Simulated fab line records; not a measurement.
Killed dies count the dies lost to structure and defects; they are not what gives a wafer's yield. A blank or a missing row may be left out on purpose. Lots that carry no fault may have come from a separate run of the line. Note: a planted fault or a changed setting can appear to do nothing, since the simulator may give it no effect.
fab line records / flow sky130
record: lots: 6 wafers: 18 last_day: 49
route steps=708 shown VT_ADJUST_LVTN@113 VT_ADJUST_NCORE@119 PAD_OPEN@708
lots that met no fault: taken from a fault-free run of the same line
start_h: the number of hours between the record's first day and the start of the first shown wafer of the lot / wait_h: hours from the lot's prior step to this one / " unchanged from the row above / L1.1+2: several wafers, shown together as one row / - no value, or no start was given / * or withheld: withheld / < > ~ a bound
route shown NAME@n: a module of which the file shows steps, and the number in the route of the first / usual: mean and standard deviation over wafers with no fault / same: alike in all rows / chamber/n: place in a boat / sites: the reading at each site / _std_site: the standard deviation of these / _edge_site: outer sites' mean less inner sites' / radius_mm: how far each site lies from the wafer's centre / mask NAME#n: copy n / behind: the tool/chamber that last shaped the wafer / hold: what put the lot on hold/how long, in hours/how the hold closed / device: names the non-switching transistor (n, p or np) / end of line: tests of these same wafers at the route's end / for a step that has no rows: nothing shown but its recipe / killed: dies that structure and defects cost at the first sort, which is not the same as the wafer's yield / map: a wafer's dies, x killed, . not, _ none there
set.NAME: the run value of the setting; set.NAME@STEP: its run value at that earlier step / model.NAME: the simulator's own value behind a step, which no gauge read
lots at selected steps of the route; one table per step, one row per wafer
services: from which hour (start_h, from the record's first day; less than 0 if before it) a tool's chamber was out of use, for how many hours, and why
== steps ==
step: SKY_VT_ADJUST_LVTN_PEB_16
recipe: temp_c: withheld time_s: * resist: NOVOLAK
step: SKY_VT_ADJUST_LVTN_DEVELOP_17
recipe: resist: NOVOLAK developer: TMAH develop_time_s: 60 dev_temp_c: 23
step: SKY_VT_ADJUST_LVTN_OVL_MEAS_18
usual: VT_ADJUST_LVTN_01_OVL: -0.8/1.6
lot.wafer=L602.3 tool=overlay-02 chamber=- start_h=182.05 wait_h=0.1 VT_ADJUST_LVTN_01_OVL[nm]=0.5
lot.wafer=L602.4 tool=overlay-02 chamber=- start_h=182.05 wait_h=0.1 VT_ADJUST_LVTN_01_OVL[nm]=0.1
lot.wafer=L602.6 tool=overlay-02 chamber=- start_h=182.05 wait_h=0.1 VT_ADJUST_LVTN_01_OVL[nm]=-1.1
lot.wafer=L606.1 tool=overlay-01 chamber=- start_h=207.94 wait_h=0.1 VT_ADJUST_LVTN_01_OVL[nm]=0.5
lot.wafer=L606.4 tool=overlay-01 chamber=- start_h=207.94 wait_h=0.1 VT_ADJUST_LVTN_01_OVL[nm]=-0.3
lot.wafer=L606.5 tool=overlay-01 chamber=- start_h=207.94 wait_h=0.1 VT_ADJUST_LVTN_01_OVL[nm]=0.9
lot.wafer=L607.1 tool=overlay-02 chamber=- start_h=215.49 wait_h=0.1 VT_ADJUST_LVTN_01_OVL[nm]=-2.1
lot.wafer=L607.5 tool=overlay-02 chamber=- start_h=215.49 wait_h=0.1 VT_ADJUST_LVTN_01_OVL[nm]=-0.1
lot.wafer=L607.6 tool=overlay-02 chamber=- start_h=215.49 wait_h=0.1 VT_ADJUST_LVTN_01_OVL[nm]=-1.5
lot.wafer=L610.2 tool=overlay-01 chamber=- start_h=232.44 wait_h=0.1 VT_ADJUST_LVTN_01_OVL[nm]=-2.5
lot.wafer=L610.4 tool=overlay-01 chamber=- start_h=232.44 wait_h=0.1 VT_ADJUST_LVTN_01_OVL[nm]=-2.2
lot.wafer=L610.5 tool=overlay-01 chamber=- start_h=232.44 wait_h=0.1 VT_ADJUST_LVTN_01_OVL[nm]=-3.6
lot.wafer=L613.1 tool=overlay-02 chamber=- start_h=252.95 wait_h=0.1 VT_ADJUST_LVTN_01_OVL[nm]=-0.7
lot.wafer=L613.4 tool=overlay-02 chamber=- start_h=252.95 wait_h=0.1 VT_ADJUST_LVTN_01_OVL[nm]=-0.4
lot.wafer=L613.5 tool=overlay-02 chamber=- start_h=252.95 wait_h=0.1 VT_ADJUST_LVTN_01_OVL[nm]=-2.5
lot.wafer=L619.2 tool=overlay-02 chamber=- start_h=295.34 wait_h=0.1 VT_ADJUST_LVTN_01_OVL[nm]=-1.2
lot.wafer=L619.4 tool=overlay-02 chamber=- start_h=295.34 wait_h=0.1 VT_ADJUST_LVTN_01_OVL[nm]=-0.5
lot.wafer=L619.5 tool=overlay-02 chamber=- start_h=295.34 wait_h=0.1 VT_ADJUST_LVTN_01_OVL[nm]=1.4
step: SKY_VT_ADJUST_LVTN_IMPLANT_19
recipe: species: B energy_kev: 30 dose_cm2: 6.5e+11 tilt_deg: withheld
step: SKY_VT_ADJUST_LVTN_STRIP_20
recipe: chemistry: O2/N2 power_w: 1400 pressure_mtorr: 1500 platen_temp_c: withheld o2_flow_sccm: 3000 n2_flow_sccm: 300 overash_fraction: 0.5
usual: drypump_motor_current_A: 5.6/0.44 oes_product_au: 0.716/0.0048 strip_time_to_endpoint_s: 14.18/0.041
lot.wafer=L602.3 tool=plasma_asher-02 chamber=0 start_h=182.26 wait_h=0.1 drypump_motor_current_A=6.3 oes_product_au=0.718 rf_hours_counter_h=- strip_time_to_endpoint_s=14.18
lot.wafer=L602.4 tool=plasma_asher-02 chamber=1 start_h=182.26 wait_h=0.1 drypump_motor_current_A=5.1 oes_product_au=0.724 rf_hours_counter_h=- strip_time_to_endpoint_s=14.19
lot.wafer=L602.6 tool=plasma_asher-02 chamber=1 start_h=182.26 wait_h=0.1 drypump_motor_current_A=5.1 oes_product_au=0.712 rf_hours_counter_h=- strip_time_to_endpoint_s=14.13
lot.wafer=L606.1 tool=plasma_asher-02 chamber=1 start_h=208.12 wait_h=0.1 drypump_motor_current_A=5.1 oes_product_au=0.710 rf_hours_counter_h=51 strip_time_to_endpoint_s=14.19
lot.wafer=L606.4 tool=plasma_asher-02 chamber=1 start_h=208.12 wait_h=0.1 drypump_motor_current_A=5.1 oes_product_au=0.710 rf_hours_counter_h=- strip_time_to_endpoint_s=14.19
lot.wafer=L606.5 tool=plasma_asher-02 chamber=0 start_h=208.12 wait_h=0.1 drypump_motor_current_A=6.2 oes_product_au=0.710 rf_hours_counter_h=- strip_time_to_endpoint_s=14.25
lot.wafer=L607.1 tool=plasma_asher-03 chamber=1 start_h=215.67 wait_h=0.1 drypump_motor_current_A=5.6 oes_product_au=0.725 rf_hours_counter_h=40 strip_time_to_endpoint_s=14.17
lot.wafer=L607.5 tool=plasma_asher-03 chamber=0 start_h=215.67 wait_h=0.1 drypump_motor_current_A=5.7 oes_product_au=0.724 rf_hours_counter_h=- strip_time_to_endpoint_s=14.21
lot.wafer=L607.6 tool=plasma_asher-03 chamber=1 start_h=215.67 wait_h=0.1 drypump_motor_current_A=5.6 oes_product_au=0.712 rf_hours_counter_h=- strip_time_to_endpoint_s=14.22
lot.wafer=L610.2 tool=plasma_asher-03 chamber=0 start_h=232.62 wait_h=0.1 drypump_motor_current_A=5.7 oes_product_au=0.728 rf_hours_counter_h=42 strip_time_to_endpoint_s=14.11
lot.wafer=L610.4 tool=plasma_asher-03 chamber=0 start_h=232.62 wait_h=0.1 drypump_motor_current_A=5.7 oes_product_au=0.724 rf_hours_counter_h=- strip_time_to_endpoint_s=14.13
lot.wafer=L610.5 tool=plasma_asher-03 chamber=1 start_h=232.62 wait_h=0.1 drypump_motor_current_A=5.6 oes_product_au=0.709 rf_hours_counter_h=- strip_time_to_endpoint_s=14.15
lot.wafer=L613.1 tool=plasma_asher-03 chamber=1 start_h=253.13 wait_h=0.1 drypump_motor_current_A=5.6 oes_product_au=0.724 rf_hours_counter_h=44 strip_time_to_endpoint_s=14.14
lot.wafer=L613.4 tool=plasma_asher-03 chamber=0 start_h=253.13 wait_h=0.1 drypump_motor_current_A=5.7 oes_product_au=0.713 rf_hours_counter_h=- strip_time_to_endpoint_s=14.18
lot.wafer=L613.5 tool=plasma_asher-03 chamber=1 start_h=253.13 wait_h=0.1 drypump_motor_current_A=5.6 oes_product_au=0.719 rf_hours_counter_h=- strip_time_to_endpoint_s=14.14
lot.wafer=L619.2 tool=plasma_asher-04 chamber=0 start_h=295.52 wait_h=0.1 drypump_motor_current_A=5.2 oes_product_au=0.720 rf_hours_counter_h=62 strip_time_to_endpoint_s=14.17
lot.wafer=L619.4 tool=plasma_asher-04 chamber=0 start_h=295.52 wait_h=0.1 drypump_motor_current_A=5.2 oes_product_au=0.716 rf_hours_counter_h=- strip_time_to_endpoint_s=14.17
lot.wafer=L619.5 tool=plasma_asher-04 chamber=0 start_h=295.52 wait_h=0.1 drypump_motor_current_A=5.2 oes_product_au=0.714 rf_hours_counter_h=- strip_time_to_endpoint_s=14.16
step: SKY_VT_ADJUST_LVTN_TW_MEAS_21
usual: VT_ADJUST_LVTN_2_TW: 189.4/0.95
lot.wafer=L602.3 tool=film_metro-03 chamber=- start_h=182.34 wait_h=0.1 VT_ADJUST_LVTN_2_TW=189.9
lot.wafer=L602.4 tool=film_metro-03 chamber=- start_h=182.34 wait_h=0.1 VT_ADJUST_LVTN_2_TW=189.1
lot.wafer=L602.6 tool=film_metro-03 chamber=- start_h=182.34 wait_h=0.1 VT_ADJUST_LVTN_2_TW=190.1
lot.wafer=L606.1 tool=film_metro-04 chamber=- start_h=208.22 wait_h=0.1 VT_ADJUST_LVTN_2_TW=189.4
lot.wafer=L606.4 tool=film_metro-04 chamber=- start_h=208.22 wait_h=0.1 VT_ADJUST_LVTN_2_TW=189.6
lot.wafer=L606.5 tool=film_metro-04 chamber=- start_h=208.22 wait_h=0.1 VT_ADJUST_LVTN_2_TW=188.4
lot.wafer=L607.1 tool=film_metro-01 chamber=- start_h=215.77 wait_h=0.1 VT_ADJUST_LVTN_2_TW=189.7
lot.wafer=L607.5 tool=film_metro-01 chamber=- start_h=215.77 wait_h=0.1 VT_ADJUST_LVTN_2_TW=190.3
lot.wafer=L607.6 tool=film_metro-01 chamber=- start_h=215.77 wait_h=0.1 VT_ADJUST_LVTN_2_TW=191.3
lot.wafer=L610.2 tool=film_metro-04 chamber=- start_h=232.73 wait_h=0.1 VT_ADJUST_LVTN_2_TW=189.7
lot.wafer=L610.4 tool=film_metro-04 chamber=- start_h=232.73 wait_h=0.1 VT_ADJUST_LVTN_2_TW=189.3
lot.wafer=L610.5 tool=film_metro-04 chamber=- start_h=232.73 wait_h=0.1 VT_ADJUST_LVTN_2_TW=189.9
lot.wafer=L613.1 tool=film_metro-03 chamber=- start_h=253.23 wait_h=0.1 VT_ADJUST_LVTN_2_TW=186.9
lot.wafer=L613.4 tool=film_metro-03 chamber=- start_h=253.23 wait_h=0.1 VT_ADJUST_LVTN_2_TW=188.5
lot.wafer=L613.5 tool=film_metro-03 chamber=- start_h=253.23 wait_h=0.1 VT_ADJUST_LVTN_2_TW=189.2
lot.wafer=L619.2 tool=film_metro-01 chamber=- start_h=295.63 wait_h=0.1 VT_ADJUST_LVTN_2_TW=192.2
lot.wafer=L619.4 tool=film_metro-01 chamber=- start_h=295.63 wait_h=0.1 VT_ADJUST_LVTN_2_TW=190.7
lot.wafer=L619.5 tool=film_metro-01 chamber=- start_h=295.63 wait_h=0.1 VT_ADJUST_LVTN_2_TW=191.4
step: SKY_VT_ADJUST_NCORE_DEHYDRATE_00
recipe: temp_c: 200 time_s: 60
step: SKY_VT_ADJUST_NCORE_HMDS_01
recipe: prime_time_s: 60 prime_temp_c: 120
step: SKY_VT_ADJUST_NCORE_COAT_02
recipe: resist: NOVOLAK spin_rpm: 3000 resist_thk_nm: 1140
step: SKY_VT_ADJUST_NCORE_SOFTBAKE_03
recipe: temp_c: 90 time_s: 60 resist: NOVOLAK
step: SKY_VT_ADJUST_NCORE_EXPOSE_04
recipe: mask_id: LVTN_COMPLEMENT_THIN na: 0.6 source_shape: conventional sigma_outer: 0.6 polarization: unpolarized target_cd_nm: 380 dose_mj: 139
step: SKY_VT_ADJUST_NCORE_PEB_05
recipe: temp_c: withheld time_s: * resist: NOVOLAK
step: SKY_VT_ADJUST_NCORE_DEVELOP_06
recipe: resist: NOVOLAK developer: TMAH develop_time_s: 60 dev_temp_c: 23
usual: developer_temp_C: 23.01/0.096
lot.wafer=L602.3 tool=litho_track-01 chamber=0 start_h=203.54 wait_h=0.1 developer_temp_C=23.02
lot.wafer=L602.4 tool=litho_track-01 chamber=0 start_h=203.54 wait_h=0.1 developer_temp_C=22.96
lot.wafer=L602.6 tool=litho_track-01 chamber=0 start_h=203.54 wait_h=0.1 developer_temp_C=22.94
lot.wafer=L606.1 tool=litho_track-03 chamber=0 start_h=230.70 wait_h=0.1 developer_temp_C=23.05
lot.wafer=L606.4 tool=litho_track-03 chamber=0 start_h=230.70 wait_h=0.1 developer_temp_C=22.98
lot.wafer=L606.5 tool=litho_track-03 chamber=0 start_h=230.70 wait_h=0.1 developer_temp_C=23.08
lot.wafer=L607.1 tool=litho_track-02 chamber=0 start_h=237.55 wait_h=0.1 developer_temp_C=23.15
lot.wafer=L607.5 tool=litho_track-02 chamber=0 start_h=237.55 wait_h=0.1 developer_temp_C=23.13
lot.wafer=L607.6 tool=litho_track-02 chamber=0 start_h=237.55 wait_h=0.1 developer_temp_C=23.11
lot.wafer=L610.2 tool=litho_track-02 chamber=0 start_h=255.93 wait_h=0.1 developer_temp_C=22.96
lot.wafer=L610.4 tool=litho_track-02 chamber=0 start_h=255.93 wait_h=0.1 developer_temp_C=22.81
lot.wafer=L610.5 tool=litho_track-02 chamber=0 start_h=255.93 wait_h=0.1 developer_temp_C=22.82
lot.wafer=L613.1 tool=litho_track-03 chamber=0 start_h=276.35 wait_h=0.1 developer_temp_C=23.09
lot.wafer=L613.4 tool=litho_track-03 chamber=0 start_h=276.35 wait_h=0.1 developer_temp_C=23.17
lot.wafer=L613.5 tool=litho_track-03 chamber=0 start_h=276.35 wait_h=0.1 developer_temp_C=23.11
lot.wafer=L619.2 tool=litho_track-02 chamber=0 start_h=321.13 wait_h=0.1 developer_temp_C=23.06
lot.wafer=L619.4 tool=litho_track-02 chamber=0 start_h=321.13 wait_h=0.1 developer_temp_C=22.97
lot.wafer=L619.5 tool=litho_track-02 chamber=0 start_h=321.13 wait_h=0.1 developer_temp_C=23.05
step: SKY_VT_ADJUST_NCORE_CD_MEAS_07
recipe: target_cd_nm: 380
usual: cd_nm: 380.4/2.2
lot.wafer=L602.3 tool=cd_sem-02 chamber=- start_h=203.68 wait_h=0.1 cd_nm=379.9
lot.wafer=L602.4 tool=cd_sem-02 chamber=- start_h=203.68 wait_h=0.1 cd_nm=377.6
lot.wafer=L602.6 tool=cd_sem-02 chamber=- start_h=203.68 wait_h=0.1 cd_nm=378.9
lot.wafer=L606.1 tool=cd_sem-02 chamber=- start_h=230.85 wait_h=0.1 cd_nm=378.8
lot.wafer=L606.4 tool=cd_sem-02 chamber=- start_h=230.85 wait_h=0.1 cd_nm=377.4
lot.wafer=L606.5 tool=cd_sem-02 chamber=- start_h=230.85 wait_h=0.1 cd_nm=377.9
lot.wafer=L607.1 tool=cd_sem-02 chamber=- start_h=237.70 wait_h=0.1 cd_nm=395.1
lot.wafer=L607.5 tool=cd_sem-02 chamber=- start_h=237.70 wait_h=0.1 cd_nm=382.0
lot.wafer=L607.6 tool=cd_sem-02 chamber=- start_h=237.70 wait_h=0.1 cd_nm=394.5
lot.wafer=L610.2 tool=cd_sem-02 chamber=- start_h=256.07 wait_h=0.1 cd_nm=381.0
lot.wafer=L610.4 tool=cd_sem-02 chamber=- start_h=256.07 wait_h=0.1 cd_nm=396.9
lot.wafer=L610.5 tool=cd_sem-02 chamber=- start_h=256.07 wait_h=0.1 cd_nm=379.5
lot.wafer=L613.1 tool=cd_sem-02 chamber=- start_h=276.50 wait_h=0.1 cd_nm=382.7
lot.wafer=L613.4 tool=cd_sem-02 chamber=- start_h=276.50 wait_h=0.1 cd_nm=380.9
lot.wafer=L613.5 tool=cd_sem-02 chamber=- start_h=276.50 wait_h=0.1 cd_nm=380.8
lot.wafer=L619.2 tool=cd_sem-02 chamber=- start_h=321.27 wait_h=0.1 cd_nm=379.6
lot.wafer=L619.4 tool=cd_sem-02 chamber=- start_h=321.27 wait_h=0.1 cd_nm=380.6
lot.wafer=L619.5 tool=cd_sem-02 chamber=- start_h=321.27 wait_h=0.1 cd_nm=379.1
step: SKY_VT_ADJUST_NCORE_OVL_MEAS_08
usual: VT_ADJUST_NCORE_OVL: 0.3/1.4
lot.wafer=L602.3 tool=overlay-02 chamber=- start_h=203.77 wait_h=0.1 VT_ADJUST_NCORE_OVL[nm]=0.2
lot.wafer=L602.4 tool=overlay-02 chamber=- start_h=203.77 wait_h=0.1 VT_ADJUST_NCORE_OVL[nm]=0.3
lot.wafer=L602.6 tool=overlay-02 chamber=- start_h=203.77 wait_h=0.1 VT_ADJUST_NCORE_OVL[nm]=-0.1
lot.wafer=L606.1 tool=overlay-01 chamber=- start_h=230.97 wait_h=0.1 VT_ADJUST_NCORE_OVL[nm]=0.5
lot.wafer=L606.4 tool=overlay-01 chamber=- start_h=230.97 wait_h=0.1 VT_ADJUST_NCORE_OVL[nm]=0.6
lot.wafer=L606.5 tool=overlay-01 chamber=- start_h=230.97 wait_h=0.1 VT_ADJUST_NCORE_OVL[nm]=0.4
lot.wafer=L607.1 tool=overlay-02 chamber=- start_h=237.82 wait_h=0.1 VT_ADJUST_NCORE_OVL[nm]=-1.4
lot.wafer=L607.5 tool=overlay-02 chamber=- start_h=237.82 wait_h=0.1 VT_ADJUST_NCORE_OVL[nm]=-2.2
lot.wafer=L607.6 tool=overlay-02 chamber=- start_h=237.82 wait_h=0.1 VT_ADJUST_NCORE_OVL[nm]=-2.8
lot.wafer=L610.2 tool=overlay-01 chamber=- start_h=256.18 wait_h=0.1 VT_ADJUST_NCORE_OVL[nm]=0.0
lot.wafer=L610.4 tool=overlay-01 chamber=- start_h=256.18 wait_h=0.1 VT_ADJUST_NCORE_OVL[nm]=0.0
lot.wafer=L610.5 tool=overlay-01 chamber=- start_h=256.18 wait_h=0.1 VT_ADJUST_NCORE_OVL[nm]=-0.1
lot.wafer=L613.1 tool=overlay-01 chamber=- start_h=276.62 wait_h=0.1 VT_ADJUST_NCORE_OVL[nm]=-0.8
lot.wafer=L613.4 tool=overlay-01 chamber=- start_h=276.62 wait_h=0.1 VT_ADJUST_NCORE_OVL[nm]=0.3
lot.wafer=L613.5 tool=overlay-01 chamber=- start_h=276.62 wait_h=0.1 VT_ADJUST_NCORE_OVL[nm]=-0.5
lot.wafer=L619.2 tool=overlay-02 chamber=- start_h=321.38 wait_h=0.1 VT_ADJUST_NCORE_OVL[nm]=-1.8
lot.wafer=L619.4 tool=overlay-02 chamber=- start_h=321.38 wait_h=0.1 VT_ADJUST_NCORE_OVL[nm]=-1.6
lot.wafer=L619.5 tool=overlay-02 chamber=- start_h=321.38 wait_h=0.1 VT_ADJUST_NCORE_OVL[nm]=-1.7
step: SKY_PAD_OPEN_PROBE_99
usual: killed_at_M0_to_M3: 43/6.5 killed_at_M4_up: 3.1/1.8 killed_at_contacts: 24/5.6 killed_at_front_end: 15/4.2 killed_at_other: 0.3/0.5 killed_dies: 86/8.9 killed_open: 47/6.9 killed_short: 39/5.9
same: gross_dies: 492 killed_at_back_side: 0
lot.wafer=L602.3 tool=prober-02 chamber=- start_h=1091.67 wait_h=0.2 killed_at_M0_to_M3=41 killed_at_M4_up=1 killed_at_contacts=21 killed_at_front_end=10 killed_at_other=1 killed_dies=74 killed_open=40 killed_short=34
lot.wafer=L602.4 tool=prober-02 chamber=- start_h=1091.72 wait_h=0.2 killed_at_M0_to_M3=47 killed_at_M4_up=5 killed_at_contacts=22 killed_at_front_end=13 killed_at_other=0 killed_dies=87 killed_open=42 killed_short=45
lot.wafer=L602.6 tool=prober-02 chamber=- start_h=1091.82 wait_h=0.2 killed_at_M0_to_M3=35 killed_at_M4_up=4 killed_at_contacts=25 killed_at_front_end=12 killed_at_other=0 killed_dies=76 killed_open=38 killed_short=38
killed by level:class
L602.3 VIA1:geometric_particle:open=10 CONTACT:geometric_particle:short=6 VIA3:geometric_particle:open=6 LI_CONTACT:geometric_particle:open=5 CONTACT:geometric_particle:open=5 METAL1:geometric_particle:short=5 METAL2:geometric_particle:short=5 VIA2:geometric_particle:open=5
L602.4 VIA1:geometric_particle:open=10 VIA2:geometric_particle:open=8 VIA1:geometric_particle:short=7 CONTACT:geometric_particle:open=6 LOCAL_INTERCONNECT:geometric_particle:short=6 POLY_GATE:geometric_particle:short=5 METAL2:geometric_particle:short=5 LI_CONTACT:geometric_particle:open=4
L602.6 LOCAL_INTERCONNECT:geometric_particle:short=8 CONTACT:geometric_particle:open=7 VIA1:geometric_particle:open=7 VIA1:geometric_particle:short=5 POLY_GATE:geometric_particle:open=4 LI_CONTACT:geometric_particle:open=4 METAL1:geometric_particle:short=4 VIA2:geometric_particle:open=4
== services ==
tool=plasma_asher-02 chamber=- start_h=161.01 hours=2.5 kind=repair
tool=plasma_asher-02 chamber=- start_h=177.02 hours=0.9 kind=repair
tool=plasma_asher-04 chamber=- start_h=207.25 hours=3.2 kind=repair
tool=plasma_asher-03 chamber=- start_h=296.06 hours=5.4 kind=repair
tool=plasma_asher-02 chamber=- start_h=298.87 hours=1.3 kind=repair
== key ==
first_sign: step: SKY_VT_ADJUST_NCORE_CD_MEAS_07 reading: cd_nm direction: up sigmas: 6.8 usual: 380.4 struck: 395.5
effect none on later readings
met_at SKY_VT_ADJUST_NCORE_DEVELOP_06
struck_wafers L607.1,L607.6,L610.4
tester_left_out L607,L610
fault: kind: process_parameter_drift tool: litho_track-02 chamber: - onset_h: 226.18 steps: SKY_VT_ADJUST_NCORE_DEVELOP_06 channel: develop_time_s offset: * shape: step end_h: 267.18 scope: struck_wafers_only acts_in: * stated: *
tester_left_out: of these lots the tester's yield and bins aren't shown, on N5 and GAA mostly nor the transistor test; their killed dies are dies lost to structure and defects alone, not to doping, threshold or leakage, so they don't give the yield
